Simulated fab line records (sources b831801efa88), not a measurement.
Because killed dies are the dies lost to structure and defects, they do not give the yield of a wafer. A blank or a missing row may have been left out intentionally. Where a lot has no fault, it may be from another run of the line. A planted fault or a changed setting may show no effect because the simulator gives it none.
Check for tools in common | flow sky130 | 11 lots, 33 wafers sampled

== THE REASON FOR OPENING IT ==
SKY_SD_P_TW_MEAS_11, reading SD_P_TW: flagged on 2 of 11 lots. Fault-free wafers read 2819, with a standard deviation of 19.
Rule: a lot gets a flag if all its wafers with a number sit over 4 standard deviations from that mean, or if no wafer of it has a number. As for the other lots, they are considered sound.

lot  | measured     | on            | SD_P_TW, wafer by wafer | flag
L870 | day 25 14:22 | film metro-03 | 2787 2771 2768          |
L871 | day 25 23:56 | film metro-04 | 2823 2841 2826          |
L872 | day 26 04:31 | film metro-03 | 2803 2808 2814          |
L873 | day 26 10:29 | film metro-02 | 2839 2837 2843          |
L876 | day 28 14:22 | film metro-03 | 2797 2792 2796          |
L884 | day 31 19:50 | film metro-03 | 2814 2793 2791          |
L888 | day 32 19:37 | film metro-03 | 2794 2802 2798          |
L889 | day 33 01:26 | film metro-04 | 2630 2635 2648          | FLAGGED
L890 | day 33 08:31 | film metro-03 | 2609 2609 2608          | FLAGGED
L891 | day 33 09:38 | film metro-04 | 2833 2822 2818          |
L892 | day 34 06:59 | film metro-02 | 2815 2838 2809          |
Average over the flagged lots: 2623; offset from the usual -196, equal to -10 standard deviations.

== WHICH TOOL RAN EACH LOT ==
Before the reading, the record contains 2 process steps out of a 708-step route. In each cell: the tool, then ch and the chambers that the sampled wafers went through, then the start.
lot  | flag    | SKY_SD_P_IMPLANT_09             | SKY_SD_P_STRIP_10
L870 |         | implanter-02 ch 0, day 25 14:09 | plasma asher-02 ch 0,1, day 25 14:17
L871 |         | implanter-03 ch 0, day 25 23:41 | plasma asher-02 ch 0,1, day 25 23:50
L872 |         | implanter-01 ch 0, day 26 04:16 | plasma asher-01 ch 0,1, day 26 04:25
L873 |         | implanter-03 ch 0, day 26 10:14 | plasma asher-03 ch 0,1, day 26 10:23
L876 |         | implanter-02 ch 0, day 28 14:07 | plasma asher-02 ch 0,1, day 28 14:16
L884 |         | implanter-02 ch 0, day 31 19:36 | plasma asher-01 ch 0,1, day 31 19:44
L888 |         | implanter-02 ch 0, day 32 19:23 | plasma asher-01 ch 0,1, day 32 19:30
L889 | FLAGGED | implanter-03 ch 0, day 33 01:11 | plasma asher-01 ch 0,1, day 33 01:20
L890 | FLAGGED | implanter-03 ch 0, day 33 08:17 | plasma asher-03 ch 0,1, day 33 08:25
L891 |         | implanter-01 ch 0, day 33 09:23 | plasma asher-01 ch 0,1, day 33 09:32
L892 |         | implanter-01 ch 0, day 34 06:44 | plasma asher-01 ch 0,1, day 34 06:53
What these steps do:
- SKY_SD_P_IMPLANT_09
- SKY_SD_P_STRIP_10: strips in O2/N2.
- SKY_SD_P_TW_MEAS_11

== FLAGGED AGAINST TOTAL, ONE TOOL AT A TIME (gauges that did the reading follow at the end) ==
step                | tool            | lots run | flagged | share of the flagged lots | sound lots run after its first flagged lot
SKY_SD_P_IMPLANT_09 | implanter-01    | 3        | 0       | none                      | -
SKY_SD_P_IMPLANT_09 | implanter-02    | 4        | 0       | none                      | -
SKY_SD_P_IMPLANT_09 | implanter-03    | 4        | 2       | all                       | 0
SKY_SD_P_STRIP_10   | plasma asher-01 | 6        | 1       | some                      | 2 (L891,L892)
SKY_SD_P_STRIP_10   | plasma asher-02 | 3        | 0       | none                      | -
SKY_SD_P_STRIP_10   | plasma asher-03 | 2        | 1       | some                      | 0
SKY_SD_P_TW_MEAS_11 | film metro-02   | 2        | 0       | none                      | -
SKY_SD_P_TW_MEAS_11 | film metro-03   | 6        | 1       | some                      | 0
SKY_SD_P_TW_MEAS_11 | film metro-04   | 3        | 1       | some                      | 1 (L891)

== WHAT IS ALLOWED BY THE TABLE ==
Rows of the table that ran each flagged lot: 1, that is implanter-03 at SKY_SD_P_IMPLANT_09.
- implanter-03 at SKY_SD_P_IMPLANT_09: 2 of its 4 lots flagged. A fault beginning between L873 (day 26 10:14), its last sound lot, and L889 (day 33 01:11), its first flagged one, fits the data. Its own readings (dose ions cm2) fall more than 4 standard deviations out on all wafers of the flagged lots.
One tool is left: implanter-03 at SKY_SD_P_IMPLANT_09.

== WHAT THE SIMULATOR HAD INSERTED ==
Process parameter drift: implanter-03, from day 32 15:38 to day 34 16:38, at SKY_SD_P_IMPLANT_09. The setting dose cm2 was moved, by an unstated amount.
Lots struck among those shown: L889, L890. The same result came from the rule above.
